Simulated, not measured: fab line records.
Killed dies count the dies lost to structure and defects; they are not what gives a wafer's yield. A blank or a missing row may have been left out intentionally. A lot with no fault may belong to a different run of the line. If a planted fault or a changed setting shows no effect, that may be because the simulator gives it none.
Chamber matching :: flow sky130 :: SKY_FIELD_ISO_ETCH_17 on rie si-02 has 4 sister chambers
The step etches Si in HBr/Cl2/O2, target depth 342 nm, time 97.7 s. 18 wafers are shown with their chamber, then 9 later ones without.

WAFERS, EACH WITH ITS CHAMBER
wafer: L824.1
chamber: 3
drypump motor current A (A): 5.41
oes product au (a.u.): 0.984
throttle valve pct (%): 25.664

wafer: L824.3
chamber: 1
drypump motor current A (A): 5.36
oes product au (a.u.): 1.012
throttle valve pct (%): 25.647

wafer: L824.4
chamber: 2
drypump motor current A (A): 5.49
oes product au (a.u.): 1.002
throttle valve pct (%): 25.652

wafer: L834.2
chamber: 3
drypump motor current A (A): 5.40
oes product au (a.u.): 1.005
throttle valve pct (%): 25.675

wafer: L834.3
chamber: 0
drypump motor current A (A): 5.45
oes product au (a.u.): 0.991
throttle valve pct (%): 25.665

wafer: L834.6
chamber: 3
drypump motor current A (A): 5.41
oes product au (a.u.): 1.007
throttle valve pct (%): 25.640

wafer: L835.1
chamber: 0
drypump motor current A (A): 5.42
oes product au (a.u.): 0.991
throttle valve pct (%): 25.664

wafer: L835.2
chamber: 1
drypump motor current A (A): 5.38
oes product au (a.u.): 1.016
throttle valve pct (%): 25.654

wafer: L835.3
chamber: 2
drypump motor current A (A): 5.46
oes product au (a.u.): 1.000
throttle valve pct (%): 25.664

wafer: L836.1
chamber: 0
drypump motor current A (A): 5.44
oes product au (a.u.): 0.991
throttle valve pct (%): 25.671

wafer: L836.4
chamber: 1
drypump motor current A (A): 5.33
oes product au (a.u.): 1.005
throttle valve pct (%): 25.647

wafer: L836.5
chamber: 3
drypump motor current A (A): 5.42
oes product au (a.u.): 1.000
throttle valve pct (%): 25.660

wafer: L838.1
chamber: 1
drypump motor current A (A): 5.39
oes product au (a.u.): 1.009
throttle valve pct (%): 25.654

wafer: L838.3
chamber: 0
drypump motor current A (A): 5.43
oes product au (a.u.): 0.993
throttle valve pct (%): 25.664

wafer: L838.6
chamber: 2
drypump motor current A (A): 5.45
oes product au (a.u.): 1.000
throttle valve pct (%): 25.644

wafer: L839.1
chamber: 2
drypump motor current A (A): 5.46
oes product au (a.u.): 1.000
throttle valve pct (%): 25.642

wafer: L839.3
chamber: 3
drypump motor current A (A): 5.47
oes product au (a.u.): 0.996
throttle valve pct (%): 25.658

wafer: L839.4
chamber: 0
drypump motor current A (A): 5.42
oes product au (a.u.): 0.995
throttle valve pct (%): 25.657

SIGNATURES, as means of the wafers listed above
reading: drypump motor current A
chamber 0: 5.4320
chamber 1: 5.3650
chamber 2: 5.4650
chamber 3: 5.4220
scatter within a chamber: 0.022

reading: oes product au
chamber 0: 0.99220
chamber 1: 1.01050
chamber 2: 1.00050
chamber 3: 0.99840
scatter within a chamber: 0.00544

reading: throttle valve pct
chamber 0: 25.66420
chamber 1: 25.65050
chamber 2: 25.65050
chamber 3: 25.65940
scatter within a chamber: 0.00882
Rule: for a wafer and a chamber, the distance is found by dividing, reading by reading, the gap between the wafer's reading and the chamber's mean by the reading's scatter, squaring, summing and taking the root. The wafer belongs to the nearest chamber; if the next one is less than 2 further off, it can't be placed. How the scatter is found: for the shown wafers, subtract from each reading the mean of its chamber, square and add these, divide the total by (wafers less chambers), then take the root.

WAFERS WHOSE CHAMBER IS MISSING
wafer: L842.1
drypump motor current A (A): 5.35
oes product au (a.u.): 1.005
throttle valve pct (%): 25.655

wafer: L842.3
drypump motor current A (A): 5.42
oes product au (a.u.): 1.003
throttle valve pct (%): 25.630

wafer: L842.6
drypump motor current A (A): 5.43
oes product au (a.u.): 1.005
throttle valve pct (%): 25.650

wafer: L843.1
drypump motor current A (A): 5.36
oes product au (a.u.): 0.997
throttle valve pct (%): 25.660

wafer: L843.4
drypump motor current A (A): 5.46
oes product au (a.u.): 0.999
throttle valve pct (%): 25.675

wafer: L843.5
drypump motor current A (A): 5.40
oes product au (a.u.): 0.994
throttle valve pct (%): 25.674

wafer: L845.3
drypump motor current A (A): 5.31
oes product au (a.u.): 1.008
throttle valve pct (%): 25.650

wafer: L845.4
drypump motor current A (A): 5.46
oes product au (a.u.): 1.013
throttle valve pct (%): 25.653

wafer: L845.5
drypump motor current A (A): 5.33
oes product au (a.u.): 1.008
throttle valve pct (%): 25.659

THE CHAMBER EACH PASSED THROUGH
wafer: L842.1
from the rows above: 1
in truth: 1

wafer: L842.3
from the rows above: can't be placed: 2 or 3 or 1 or 0
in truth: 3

wafer: L842.6
from the rows above: can't be placed: 3 or 2 or 0 or 1
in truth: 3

wafer: L843.1
from the rows above: can't be placed: 1 or 3 or 0
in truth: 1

wafer: L843.4
from the rows above: can't be placed: 0 or 3 or 2
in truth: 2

wafer: L843.5
from the rows above: can't be placed: 0 or 3
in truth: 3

wafer: L845.3
from the rows above: 1
in truth: 1

wafer: L845.4
from the rows above: can't be placed: 2 or 3 or 0
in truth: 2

wafer: L845.5
from the rows above: 1
in truth: 1
Correct placement for 3 of the 9. Not placeable from these rows: 6 (in 6, the candidates include the true chamber). Number placed wrongly: 0.
